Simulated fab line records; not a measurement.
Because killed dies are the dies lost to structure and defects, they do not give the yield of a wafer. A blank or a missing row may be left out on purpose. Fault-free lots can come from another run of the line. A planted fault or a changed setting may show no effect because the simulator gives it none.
fab line records | flow sky130
record lots=10 | wafers=30 | last_day=50
route steps=708 shown VIA2@520 CAPM@538 PAD_OPEN@708
lots that met no fault: taken from a fault-free run of the same line
start_h: hours from the record's first day to the start of the lot's first wafer shown | wait_h: hours since the lot's step before | " unchanged from the row above | L1.1+2: several wafers, shown together as one row | - no value, or no start was given | * or withheld: withheld | < > ~ a bound
route shown NAME@n: names a module that has steps shown in the file, with the first one's number in the route | usual: mean and standard deviation over wafers with no fault | same: alike in all rows | chamber/n: place in a boat | sites: each site's reading | _std_site: standard deviation of those values | _edge_site: inner sites' mean taken away from outer sites' mean | radius_mm: how far each site lies from the wafer's centre | mask NAME#n: copy n | behind: tool/chamber where the wafer was last shaped | hold: the reason the lot was held/the length of the hold in hours/how it ended | device: transistor that didn't switch, given as n, p or np | end of line: at the end of the route, the tests of the same wafers | for a step that has no rows: nothing shown but its recipe | killed: dies that structure and defects cost at the first sort, which is not the same as the wafer's yield | map: a wafer's dies, x killed, . not, _ none there
set.NAME: the run value of the setting; set.NAME@STEP: its run value at that earlier step | model.NAME: the simulator's own value behind a step, which no gauge read
one table for each step of the route and one row for each wafer, over a sample of lots
services: from which hour (start_h, from the record's first day; less than 0 if before it) a tool's chamber was out of use, for how many hours, and why
## steps
# step SKY_VIA2_OVL_MEAS_13
# usual VIA2_OVL=1/5.4
lot.wafer | tool       | chamber | start_h | wait_h | VIA2_OVL[nm]
L203.1    | overlay-02 | -       | 859.25  | 0.1    | -1
L203.4    | "          | -       | "       | "      | 6
L203.5    | "          | -       | "       | "      | -2
L204.2    | overlay-02 | -       | 864.19  | 0.1    | 2
L204.3    | "          | -       | "       | "      | -3
L204.6    | "          | -       | "       | "      | 2
L205.1    | overlay-01 | -       | 872.45  | 0.1    | 1
L205.4    | "          | -       | "       | "      | 4
L205.5    | "          | -       | "       | "      | 3
L210.1    | overlay-02 | -       | 903.34  | 0.1    | 3
L210.3    | "          | -       | "       | "      | -3
L210.6    | "          | -       | "       | "      | -2
L211.1    | overlay-01 | -       | 913.15  | 0.1    | 6
L211.2    | "          | -       | "       | "      | -5
L211.6    | "          | -       | "       | "      | 1
L212.1    | overlay-01 | -       | 921.95  | 0.1    | -3
L212.3    | "          | -       | "       | "      | -7
L212.6    | "          | -       | "       | "      | 2
L214.1    | overlay-02 | -       | 940.55  | 0.1    | 6
L214.3    | "          | -       | "       | "      | 3
L214.6    | "          | -       | "       | "      | 3
L217.2    | overlay-01 | -       | 970.04  | 0.1    | -5
L217.4    | "          | -       | "       | "      | 4
L217.6    | "          | -       | "       | "      | -2
L224.1    | overlay-02 | -       | 999.88  | 0.1    | -7
L224.2    | "          | -       | "       | "      | 4
L224.3    | "          | -       | "       | "      | 12
L225.3    | overlay-02 | -       | 1004.16 | 0.1    | 12
L225.5    | "          | -       | "       | "      | 5
L225.6    | "          | -       | "       | "      | 19
# step SKY_VIA2_CVD_21
# recipe material=W | target_thk_nm=420 | time_s=126.4 | temp_c=400 | pressure_torr=40
# usual chamber_pressure_Torr=40.01/0.082 | heater_power_outer_w=480/44 | heater_power_w=772/78
lot.wafer | tool     | chamber | start_h | wait_h | chamber_pressure_Torr | heater_power_outer_w | heater_power_w | since_wet_clean_h
L203.1    | cvd_w-01 | 0       | 860.13  | 0.0    | 40.07                 | 432                  | 697            | 456
L203.4    | "        | 0       | "       | "      | 39.95                 | 427                  | 689            | -
L203.5    | "        | 0       | "       | "      | 40.13                 | 416                  | 706            | -
L204.2    | cvd_w-02 | 0       | 865.09  | 0.0    | 40.03                 | 515                  | 809            | 961
L204.3    | "        | 0       | "       | "      | 40.06                 | 529                  | 821            | -
L204.6    | "        | 0       | "       | "      | 40.03                 | 530                  | 791            | -
L205.1    | cvd_w-02 | 0       | 873.28  | 0.0    | 40.05                 | 532                  | 784            | 969
L205.4    | "        | 0       | "       | "      | 40.18                 | 529                  | 787            | -
L205.5    | "        | 1       | "       | "      | 39.94                 | 510                  | 836            | -
L210.1    | cvd_w-01 | 0       | 904.17  | 0.0    | 40.18                 | 439                  | 693            | 500
L210.3    | "        | 0       | "       | "      | 40.14                 | 437                  | 705            | -
L210.6    | "        | 0       | "       | "      | 40.07                 | 426                  | 710            | -
L211.1    | cvd_w-01 | 0       | 913.94  | 0.0    | 39.91                 | 432                  | 703            | 510
L211.2    | "        | 1       | "       | "      | 40.14                 | 564                  | 960            | 510
L211.6    | "        | 1       | "       | "      | 40.11                 | 570                  | 983            | -
L212.1    | cvd_w-02 | 0       | 922.75  | 0.0    | 40.12                 | 480                  | 715            | 5
L212.3    | "        | 1       | "       | "      | 39.95                 | 459                  | 762            | -
L212.6    | "        | 1       | "       | "      | 39.93                 | 472                  | 775            | -
L214.1    | cvd_w-01 | 0       | 941.35  | 0.0    | 40.10                 | 424                  | 680            | 537
L214.3    | "        | 0       | "       | "      | 40.08                 | 438                  | 715            | -
L214.6    | "        | 0       | "       | "      | 40.04                 | 430                  | 699            | -
L217.2    | cvd_w-02 | 1       | 970.96  | 0.0    | 39.91                 | 453                  | 753            | 53
L217.4    | "        | 1       | "       | "      | 39.98                 | 460                  | 768            | -
L217.6    | "        | 0       | "       | "      | 39.93                 | 482                  | 737            | -
L224.1    | cvd_w-02 | 1       | 1000.68 | 0.0    | 39.94                 | 469                  | 772            | 83
L224.2    | "        | 0       | "       | "      | 40.09                 | 474                  | 754            | 83
L224.3    | "        | 1       | "       | "      | 39.97                 | 468                  | 758            | -
L225.3    | cvd_w-02 | 1       | 1005.02 | 0.1    | 40.12                 | 472                  | 752            | -
L225.5    | "        | 1       | "       | "      | 40.02                 | 471                  | 754            | -
L225.6    | "        | 0       | "       | "      | 39.89                 | 480                  | 740            | -
# step SKY_CAPM_THK_MEAS_01
# recipe reads=SiO2_of_CAPM_CVD_00
# usual CAPM_CVD_00_THK=15.49/0.3
lot.wafer | tool          | chamber | start_h | wait_h | CAPM_CVD_00_THK[nm]
L203.1    | film_metro-04 | -       | 861.05  | -      | 15.19
L203.4    | "             | -       | "       | "      | 15.19
L203.5    | "             | -       | "       | "      | 15.63
L204.2    | film_metro-02 | -       | 865.89  | -      | 15.67
L204.3    | "             | -       | "       | "      | 15.32
L204.6    | "             | -       | "       | "      | 15.36
L205.1    | film_metro-02 | -       | 874.06  | -      | 15.34
L205.4    | "             | -       | "       | "      | 15.34
L205.5    | "             | -       | "       | "      | 15.67
L210.1    | film_metro-02 | -       | 905.09  | -      | 15.83
L210.3    | "             | -       | "       | "      | 15.33
L210.6    | "             | -       | "       | "      | 15.97
L211.1    | film_metro-02 | -       | 914.73  | -      | 15.86
L211.2    | "             | -       | "       | "      | 15.26
L211.6    | "             | -       | "       | "      | 15.79
L212.1    | film_metro-04 | -       | 923.54  | -      | 15.27
L212.3    | "             | -       | "       | "      | 15.12
L212.6    | "             | -       | "       | "      | 15.01
L214.1    | film_metro-02 | -       | 942.14  | -      | 15.41
L214.3    | "             | -       | "       | "      | 15.06
L214.6    | "             | -       | "       | "      | 15.51
L217.2    | film_metro-04 | -       | 971.75  | -      | 15.14
L217.4    | "             | -       | "       | "      | 15.75
L217.6    | "             | -       | "       | "      | 15.23
L224.1    | film_metro-03 | -       | 1001.58 | -      | 15.25
L224.2    | "             | -       | "       | "      | 15.03
L224.3    | "             | -       | "       | "      | 15.32
L225.3    | film_metro-04 | -       | 1005.78 | -      | 15.55
L225.5    | "             | -       | "       | "      | 15.75
L225.6    | "             | -       | "       | "      | 15.70
# step SKY_CAPM_SPUTTER_02
# recipe material=TiN | target_thk_nm=200 | temp_c=300 | power_w=6500 | time_s=166.7 | chamber_pressure_pa=0.4
# usual chamber_pressure_pa=0.4001/0.00089 | throttle_valve_pct=30.0/1.1
lot.wafer | tool           | chamber | start_h | wait_h | chamber_pressure_pa | throttle_valve_pct
L203.1    | pvd_sputter-01 | -       | 861.11  | 0.1    | 0.4003              | 31.6
L203.4    | "              | -       | "       | "      | 0.3995              | 29.6
L203.5    | "              | -       | "       | "      | 0.4000              | 29.6
L204.2    | pvd_sputter-04 | -       | 865.94  | 0.0    | 0.4024              | 31.0
L204.3    | "              | -       | "       | "      | 0.3983              | 29.0
L204.6    | "              | -       | "       | "      | 0.3985              | 29.1
L205.1    | pvd_sputter-04 | -       | 874.12  | 0.1    | 0.3999              | 31.0
L205.4    | "              | -       | "       | "      | 0.3996              | 29.0
L205.5    | "              | -       | "       | "      | 0.4000              | 28.9
L210.1    | pvd_sputter-02 | -       | 905.15  | 0.1    | 0.3998              | 30.7
L210.3    | "              | -       | "       | "      | 0.3992              | 28.6
L210.6    | "              | -       | "       | "      | 0.3993              | 28.5
L211.1    | pvd_sputter-04 | -       | 914.79  | 0.1    | 0.4002              | 29.4
L211.2    | "              | -       | "       | "      | 0.4015              | 29.1
L211.6    | "              | -       | "       | "      | 0.4018              | 31.0
L212.1    | pvd_sputter-04 | -       | 923.60  | 0.1    | 0.4011              | 29.2
L212.3    | "              | -       | "       | "      | 0.3999              | 31.0
L212.6    | "              | -       | "       | "      | 0.4003              | 29.2
L214.1    | pvd_sputter-04 | -       | 942.20  | 0.1    | 0.4005              | 29.1
L214.3    | "              | -       | "       | "      | 0.4006              | 31.3
L214.6    | "              | -       | "       | "      | 0.4006              | 30.6
L217.2    | pvd_sputter-02 | -       | 971.80  | 0.0    | 0.3993              | 30.6
L217.4    | "              | -       | "       | "      | 0.4003              | 28.4
L217.6    | "              | -       | "       | "      | 0.4003              | 30.4
L224.1    | pvd_sputter-04 | -       | 1001.64 | 0.1    | 0.4003              | 31.4
L224.2    | "              | -       | "       | "      | 0.3993              | 29.0
L224.3    | "              | -       | "       | "      | 0.3998              | 31.0
L225.3    | pvd_sputter-04 | -       | 1005.82 | 0.0    | 0.4011              | 31.1
L225.5    | "              | -       | "       | "      | 0.4003              | 31.2
L225.6    | "              | -       | "       | "      | 0.3999              | 31.1
# step SKY_CAPM_RS_MEAS_03
# recipe thk_meas_gauge=four-point-probe | reads=TiN_of_CAPM_SPUTTER_02
# usual CAPM_TIN_RS=6.89/0.09
lot.wafer | tool          | chamber | start_h | wait_h | CAPM_TIN_RS[ohm/sq]
L203.1    | film_metro-04 | -       | 861.22  | 0.1    | 6.97
L203.4    | "             | -       | "       | "      | 6.88
L203.5    | "             | -       | "       | "      | 6.89
L204.2    | film_metro-03 | -       | 866.07  | 0.1    | 6.92
L204.3    | "             | -       | "       | "      | 6.79
L204.6    | "             | -       | "       | "      | 6.80
L205.1    | film_metro-03 | -       | 874.23  | 0.1    | 7.06
L205.4    | "             | -       | "       | "      | 6.92
L205.5    | "             | -       | "       | "      | 6.89
L210.1    | film_metro-03 | -       | 905.26  | 0.1    | 6.84
L210.3    | "             | -       | "       | "      | 6.79
L210.6    | "             | -       | "       | "      | 6.83
L211.1    | film_metro-03 | -       | 914.90  | 0.1    | 6.80
L211.2    | "             | -       | "       | "      | 6.75
L211.6    | "             | -       | "       | "      | 6.79
L212.1    | film_metro-03 | -       | 923.71  | 0.1    | 6.89
L212.3    | "             | -       | "       | "      | 7.06
L212.6    | "             | -       | "       | "      | 6.95
L214.1    | film_metro-04 | -       | 942.31  | 0.1    | 6.89
L214.3    | "             | -       | "       | "      | 7.24
L214.6    | "             | -       | "       | "      | 6.87
L217.2    | film_metro-02 | -       | 971.93  | 0.1    | 6.91
L217.4    | "             | -       | "       | "      | 6.91
L217.6    | "             | -       | "       | "      | 6.91
L224.1    | film_metro-04 | -       | 1001.74 | 0.1    | 6.96
L224.2    | "             | -       | "       | "      | 6.75
L224.3    | "             | -       | "       | "      | 6.79
L225.3    | film_metro-02 | -       | 1005.97 | 0.1    | 7.03
L225.5    | "             | -       | "       | "      | 7.06
L225.6    | "             | -       | "       | "      | 6.86
# step SKY_CAPM_THK_MEAS_04
# recipe thk_meas_gauge=xrf | reads=TiN_of_CAPM_SPUTTER_02
# usual CAPM_TIN_THK=198.3/2.6
lot.wafer | tool          | chamber | start_h | wait_h | CAPM_TIN_THK[nm]
L203.1    | film_metro-04 | -       | 861.34  | 0.1    | 193.8
L203.4    | "             | -       | "       | "      | 196.5
L203.5    | "             | -       | "       | "      | 195.8
L204.2    | film_metro-03 | -       | 866.18  | 0.1    | 196.6
L204.3    | "             | -       | "       | "      | 202.5
L204.6    | "             | -       | "       | "      | 200.5
L205.1    | film_metro-03 | -       | 874.35  | 0.1    | 194.3
L205.4    | "             | -       | "       | "      | 197.7
L205.5    | "             | -       | "       | "      | 198.4
L210.1    | film_metro-03 | -       | 905.38  | 0.1    | 200.5
L210.3    | "             | -       | "       | "      | 201.8
L210.6    | "             | -       | "       | "      | 200.6
L211.1    | film_metro-03 | -       | 915.02  | 0.1    | 202.7
L211.2    | "             | -       | "       | "      | 204.7
L211.6    | "             | -       | "       | "      | 202.5
L212.1    | film_metro-03 | -       | 923.83  | 0.1    | 199.4
L212.3    | "             | -       | "       | "      | 194.8
L212.6    | "             | -       | "       | "      | 197.5
L214.1    | film_metro-04 | -       | 942.43  | 0.1    | 195.9
L214.3    | "             | -       | "       | "      | 186.5
L214.6    | "             | -       | "       | "      | 197.1
L217.2    | film_metro-02 | -       | 972.04  | 0.1    | 197.9
L217.4    | "             | -       | "       | "      | 198.5
L217.6    | "             | -       | "       | "      | 197.9
L224.1    | film_metro-04 | -       | 1001.86 | 0.1    | 194.9
L224.2    | "             | -       | "       | "      | 200.2
L224.3    | "             | -       | "       | "      | 199.5
L225.3    | film_metro-02 | -       | 1006.07 | 0.1    | 195.4
L225.5    | "             | -       | "       | "      | 194.2
L225.6    | "             | -       | "       | "      | 201.1
# step SKY_CAPM_METAL_ETCH_13
# recipe target_depth_nm=220 | stop_on=SiO2 | chemistry=Cl2/BCl3 | target=TiN | pressure_mtorr=10 | icp_w=900 | bias_w=48.5 | Cl2_flow_sccm=60 | bcl3_flow_sccm=30 | time_s=62.9
# usual drypump_motor_current_A=5.6/0.39 | oes_product_au=0.943/0.008 | throttle_valve_pct=21.901/0.01
lot.wafer | tool         | chamber | start_h | wait_h | drypump_motor_current_A | oes_product_au | rf_hours_counter_h | throttle_valve_pct
L203.1    | rie_metal-03 | 0       | 886.87  | 0.0    | 5.7                     | 0.934          | 13                 | 21.915
L203.4    | "            | 0       | "       | "      | 5.6                     | 0.935          | -                  | 21.909
L203.5    | "            | 0       | "       | "      | 5.7                     | 0.935          | -                  | 21.885
L204.2    | rie_metal-02 | 1       | 892.70  | 0.0    | 6.2                     | 0.937          | 16                 | 21.892
L204.3    | "            | 0       | "       | "      | 5.2                     | 0.956          | -                  | 21.893
L204.6    | "            | 0       | "       | "      | 5.2                     | 0.948          | -                  | 21.894
L205.1    | rie_metal-02 | 0       | 899.80  | 0.0    | 5.3                     | 0.934          | 3                  | 21.917
L205.4    | "            | 1       | "       | "      | 6.3                     | 0.945          | -                  | 21.908
L205.5    | "            | 1       | "       | "      | 6.2                     | 0.949          | -                  | 21.889
L210.1    | rie_metal-03 | 1       | 930.15  | 0.0    | 5.8                     | 0.945          | 1                  | 21.889
L210.3    | "            | 0       | "       | "      | 5.7                     | 0.950          | -                  | 21.903
L210.6    | "            | 0       | "       | "      | 5.7                     | 0.955          | -                  | 21.882
L211.1    | rie_metal-01 | 1       | 939.47  | 0.0    | 5.6                     | 0.949          | 0                  | 21.888
L211.2    | "            | 0       | "       | "      | 5.1                     | 0.953          | 12                 | 21.893
L211.6    | "            | 1       | "       | "      | 5.6                     | 0.958          | -                  | 21.881
L212.1    | rie_metal-02 | 0       | 949.15  | 0.0    | 5.3                     | 0.943          | 5                  | 21.900
L212.3    | "            | 1       | "       | "      | 6.3                     | 0.941          | -                  | 21.899
L212.6    | "            | 0       | "       | "      | 5.3                     | 0.941          | -                  | 21.901
L214.1    | rie_metal-01 | 0       | 966.60  | 0.0    | 5.1                     | 0.943          | 14                 | 21.896
L214.3    | "            | 0       | "       | "      | 5.1                     | 0.914          | -                  | 21.902
L214.6    | "            | 0       | "       | "      | 5.1                     | 0.939          | -                  | 21.890
L217.2    | rie_metal-02 | 0       | 995.48  | 0.0    | 5.2                     | 0.938          | -                  | 21.885
L217.4    | "            | 0       | "       | "      | 5.3                     | 0.937          | -                  | 21.885
L217.6    | "            | 0       | "       | "      | 5.3                     | 0.948          | -                  | 21.910
L224.1    | rie_metal-02 | 1       | 1024.42 | 0.0    | 6.3                     | 0.933          | 1                  | 21.911
L224.2    | "            | 0       | "       | "      | 5.3                     | 0.954          | 10                 | 21.888
L224.3    | "            | 1       | "       | "      | 6.3                     | 0.948          | -                  | 21.883
L225.3    | rie_metal-03 | 0       | 1028.94 | 0.0    | 5.7                     | 0.932          | -                  | 21.917
L225.5    | "            | 1       | "       | "      | 5.8                     | 0.928          | -                  | 21.908
L225.6    | "            | 0       | "       | "      | 5.7                     | 0.945          | -                  | 21.901
# step SKY_PAD_OPEN_PROBE_99
# usual defect_limited_yield=82.3/1.7 | killed_at_M0_to_M3=43/6.8 | killed_at_M4_up=3.3/1.8 | killed_at_contacts=25/5.9 | killed_at_front_end=16/4.2 | killed_at_other=0.3/0.69 | killed_dies=87/8.6 | killed_open=48/6.3 | killed_short=39/5.3 | sort_bin_3_pad_short=0.9/0.38 | sort_bin_5_function=10.5/1.4 | sort_bin_6_memory=6.4/1.1 | sort_n_pass=405/8.6 | sort_yield_pct=82.3/1.7
# same gross_dies=492 | killed_at_back_side=0 | sort_bin_4_leakage[%]=0 | sort_bin_8_speed[%]=0
lot.wafer | tool      | chamber | start_h | wait_h | defect_limited_yield[%] | killed_at_M0_to_M3 | killed_at_M4_up | killed_at_contacts | killed_at_front_end | killed_at_other | killed_dies | killed_open | killed_short | sort_bin_3_pad_short[%] | sort_bin_5_function[%] | sort_bin_6_memory[%] | sort_n_pass | sort_yield_pct[%]
L205.1    | prober-01 | -       | 1095.44 | 0.1    | 83.5                    | 43                 | 5               | 21                 | 12                  | 0               | 81          | 47          | 34           | 0.6                     | 10.8                   | 5.1                  | 411         | 83.5
L205.4    | prober-01 | -       | 1095.59 | 0.2    | 83.1                    | 30                 | 6               | 28                 | 19                  | 0               | 83          | 49          | 34           | 0.4                     | 11.6                   | 4.9                  | 409         | 83.1
L205.5    | prober-01 | -       | 1095.64 | 0.2    | 85.2                    | 33                 | 6               | 19                 | 15                  | 0               | 73          | 34          | 39           | 1.2                     | 8.3                    | 5.3                  | 419         | 85.2
L214.1    | prober-01 | -       | 1148.50 | 0.1    | 83.3                    | 44                 | 4               | 19                 | 15                  | 0               | 82          | 44          | 36           | 0.8                     | 11.8                   | 4.1                  | 410         | 83.3
L214.3    | prober-01 | -       | 1148.60 | 0.2    | 82.3                    | 47                 | 4               | 18                 | 17                  | 1               | 87          | 48          | 37           | 0.6                     | 10.8                   | 6.3                  | 405         | 82.3
L214.6    | prober-01 | -       | 1148.75 | 0.2    | 82.3                    | 45                 | 4               | 16                 | 21                  | 1               | 87          | 47          | 39           | 1.0                     | 8.9                    | 7.7                  | 405         | 82.3
L217.2    | prober-01 | -       | 1170.59 | 0.1    | 81.9                    | 40                 | 3               | 36                 | 8                   | 2               | 89          | 54          | 34           | 1.0                     | 10.6                   | 6.5                  | 403         | 81.9
L217.4    | prober-01 | -       | 1170.69 | 0.2    | 83.3                    | 35                 | 3               | 33                 | 11                  | 0               | 82          | 46          | 36           | 1.2                     | 8.1                    | 7.3                  | 410         | 83.3
L217.6    | prober-01 | -       | 1170.79 | 0.2    | 81.5                    | 41                 | 3               | 30                 | 17                  | 0               | 91          | 46          | 45           | 1.0                     | 9.3                    | 8.1                  | 401         | 81.5
# killed by level:class
L205.1 VIA1:geometric_particle:open=8 METAL2:geometric_particle:short=8 VIA2:geometric_particle:open=7 CONTACT:geometric_particle:open=6 LI_CONTACT:geometric_particle:open=5 LOCAL_INTERCONNECT:geometric_particle:short=4 VIA1:geometric_particle:short=4 FIELD_ISO:geometric_particle:short=3
L205.4 FIELD_ISO:geometric_particle:open=8 CONTACT:geometric_particle:open=8 LI_CONTACT:geometric_particle:open=7 METAL2:geometric_particle:short=7 VIA1:geometric_particle:open=6 CONTACT:geometric_particle:short=5 FIELD_ISO:geometric_particle:short=4 METAL4:geometric_particle:short=4
L205.5 LI_CONTACT:geometric_particle:open=7 FIELD_ISO:geometric_particle:short=5 VIA3:geometric_particle:open=5 FIELD_ISO:geometric_particle:open=4 POLY_GATE:geometric_particle:short=4 VIA1:geometric_particle:open=4 METAL1:geometric_particle:short=4 CONTACT:geometric_particle:open=4
L214.1 VIA1:geometric_particle:open=12 CONTACT:geometric_particle:open=9 VIA1:geometric_particle:short=6 METAL2:geometric_particle:short=6 VIA2:geometric_particle:open=6 VIA3:geometric_particle:open=5 FIELD_ISO:geometric_particle:short=4 POLY_GATE:geometric_particle:short=4
L214.3 VIA1:geometric_particle:open=9 VIA2:geometric_particle:open=9 CONTACT:geometric_particle:open=7 FIELD_ISO:geometric_particle:open=6 CONTACT:geometric_particle:short=5 METAL2:geometric_particle:short=5 METAL4:geometric_particle:short=4 LI_CONTACT:geometric_particle:open=4
L214.6 VIA2:geometric_particle:open=10 VIA1:geometric_particle:open=7 FIELD_ISO:geometric_particle:open=6 METAL2:geometric_particle:short=6 VIA1:geometric_particle:short=6 CONTACT:geometric_particle:open=6 METAL1:geometric_particle:short=6 FIELD_ISO:geometric_particle:short=5
L217.2 LI_CONTACT:geometric_particle:open=11 CONTACT:geometric_particle:open=11 VIA1:geometric_particle:open=10 VIA2:geometric_particle:open=8 VIA3:geometric_particle:open=6 METAL1:geometric_particle:short=5 CONTACT:geometric_particle:short=5 LI_CONTACT:geometric_particle:short=4
L217.4 VIA1:geometric_particle:open=11 CONTACT:geometric_particle:open=11 LI_CONTACT:geometric_particle:open=9 CONTACT:geometric_particle:short=7 METAL1:geometric_particle:short=5 FIELD_ISO:geometric_particle:short=4 VIA3:geometric_particle:open=4 LI_CONTACT:geometric_particle:short=3
L217.6 CONTACT:geometric_particle:open=14 VIA1:geometric_particle:open=11 CONTACT:geometric_particle:short=5 METAL1:geometric_particle:short=5 VIA1:geometric_particle:short=5 METAL2:geometric_particle:short=5 VIA2:geometric_particle:short=5 FIELD_ISO:geometric_particle:short=4
## services
tool           | chamber | start_h | hours | kind
pvd_sputter-04 | -       | 857.41  | 3.3   | repair
rie_metal-03   | 1       | 879.77  | -     | clean
rie_metal-03   | 1       | 879.77  | 19.4  | scheduled_down
rie_metal-03   | 1       | 879.77  | 19.4  | vent_cycle
cvd_w-01       | 0       | 887.15  | 1.5   | repair
rie_metal-03   | 1       | 900.15  | 13.4  | repair
cvd_w-02       | -       | 904.00  | 14.0  | pm
cvd_w-02       | 0       | 904.00  | 14.0  | vent_cycle
cvd_w-02       | 1       | 904.00  | 14.0  | vent_cycle
rie_metal-03   | 0       | 909.25  | 1.6   | repair
rie_metal-01   | 1       | 917.40  | -     | clean
rie_metal-01   | 1       | 917.40  | 21.2  | scheduled_down
rie_metal-01   | 1       | 917.40  | 21.2  | vent_cycle
cvd_w-02       | 0       | 918.00  | -     | clean
cvd_w-02       | 1       | 918.00  | -     | clean
pvd_sputter-04 | -       | 937.91  | 3.2   | repair
pvd_sputter-02 | 3       | 946.07  | -     | consumable_replace:kit
pvd_sputter-04 | -       | 958.73  | 3.6   | repair
cvd_w-02       | -       | 960.49  | 0.5   | repair
rie_metal-02   | 1       | 979.14  | -     | clean
rie_metal-02   | 1       | 979.14  | 21.2  | scheduled_down
rie_metal-02   | 1       | 979.14  | 21.2  | vent_cycle
rie_metal-02   | -       | 988.15  | 0.1   | repair
rie_metal-02   | -       | 1020.31 | 0.2   | repair
## key
first_sign step=SKY_CAPM_RS_MEAS_03 | reading=CAPM_TIN_RS | direction=up | sigmas=3.9 | usual=6.89 | struck=7.24
effect step=SKY_CAPM_THK_MEAS_04 | reading=CAPM_TIN_THK | direction=down | sigmas=4.5 | usual=198.3 | struck=186.5
effect step=SKY_CAPM_METAL_ETCH_13 | reading=oes_product_au | direction=down | sigmas=3.7 | usual=0.943 | struck=0.914
met_at SKY_CAPM_SPUTTER_02
struck_lots L214
struck_wafers L214.3
not_acting_at SKY_VIA2_OVL_MEAS_13,SKY_VIA2_CVD_21,SKY_CAPM_THK_MEAS_01
onset_between 923.60 942.20
fault kind=process_parameter_drift | tool=pvd_sputter-04 | chamber=- | onset_h=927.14 | steps=SKY_CAPM_SPUTTER_02 | channel=time_s | offset=* | shape=step | end_h=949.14 | scope=struck_wafers_only | acts_in=* | stated=*
